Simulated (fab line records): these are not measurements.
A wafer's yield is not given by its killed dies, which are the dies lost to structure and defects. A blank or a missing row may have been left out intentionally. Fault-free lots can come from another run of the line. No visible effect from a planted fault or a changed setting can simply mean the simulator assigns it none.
Which of the tools did it? || flow sky130 || 36 wafers sampled from 12 lots at 1 step of a route of 708

WHAT THE GAUGES SHOWED, per wafer
SKY_METAL1_THK_MEAS_06: measures by xrf.
{"lot": "L659", "measured": "day 31 18:25", "on": "film-metro-01", "METAL1_ALCU_THK (nm)": "259 257 257"}
{"lot": "L660", "measured": "day 32 05:40", "on": "film-metro-02", "METAL1_ALCU_THK (nm)": "254 254 260"}
{"lot": "L668", "measured": "day 35 07:34", "on": "film-metro-04", "METAL1_ALCU_THK (nm)": "260 254 263"}
{"lot": "L671", "measured": "day 36 04:10", "on": "film-metro-01", "METAL1_ALCU_THK (nm)": "253 255 255"}
{"lot": "L670", "measured": "day 36 04:29", "on": "film-metro-04", "METAL1_ALCU_THK (nm)": "259 254 254"}
{"lot": "L673", "measured": "day 36 14:40", "on": "film-metro-04", "METAL1_ALCU_THK (nm)": "256 252 250"}
{"lot": "L675", "measured": "day 37 07:05", "on": "film-metro-04", "METAL1_ALCU_THK (nm)": "254 255 257"}
{"lot": "L677", "measured": "day 37 15:23", "on": "film-metro-01", "METAL1_ALCU_THK (nm)": "258 256 259"}
{"lot": "L678", "measured": "day 38 07:13", "on": "film-metro-04", "METAL1_ALCU_THK (nm)": "253 252 252"}
{"lot": "L679", "measured": "day 38 13:31", "on": "film-metro-02", "METAL1_ALCU_THK (nm)": "257 256 253"}
{"lot": "L680", "measured": "day 38 20:21", "on": "film-metro-02", "METAL1_ALCU_THK (nm)": "253 258 252"}
{"lot": "L681", "measured": "day 39 07:21", "on": "film-metro-01", "METAL1_ALCU_THK (nm)": "256 250 254"}

EACH LOT AND THE TOOL THAT RAN IT (in order: tool; ch and the chambers of the sampled wafers; start)
The record holds no process step before these readings.

WHAT THE TOOLS THEMSELVES READ (means of the sampled wafers that have a number; where no wafer has one, the mark that the record gives instead)
The record holds no such reading with a usual standard deviation.

THE ANSWER, worked out from the rows above alone
Rule: the lots themselves supply what counts as usual. The widest of any qualifying gaps counts: lots, ordered by their means at a reading, are off when they make up no more than a third of the lots, leave a main group of 4 or more, and stand apart from it by 3 or more times the standard deviation of that group's means. The tables above print the reading to a certain number of digits; a main group whose means all agree to those digits is not used. A lot without any number at a reading at which 4 lots or more have one is off too. The other lots that the step has rows for count as sound. First the gauges in route order, then the tools' own readings, where a lot's mean is used as printed above. The first step at which some lot is off is used, and at that step the reading that is off furthest; a lot without a number counts as furthest.
None of the lots is off at any reading shown; this tells nothing.

WHAT THE SIMULATOR HAD INSERTED
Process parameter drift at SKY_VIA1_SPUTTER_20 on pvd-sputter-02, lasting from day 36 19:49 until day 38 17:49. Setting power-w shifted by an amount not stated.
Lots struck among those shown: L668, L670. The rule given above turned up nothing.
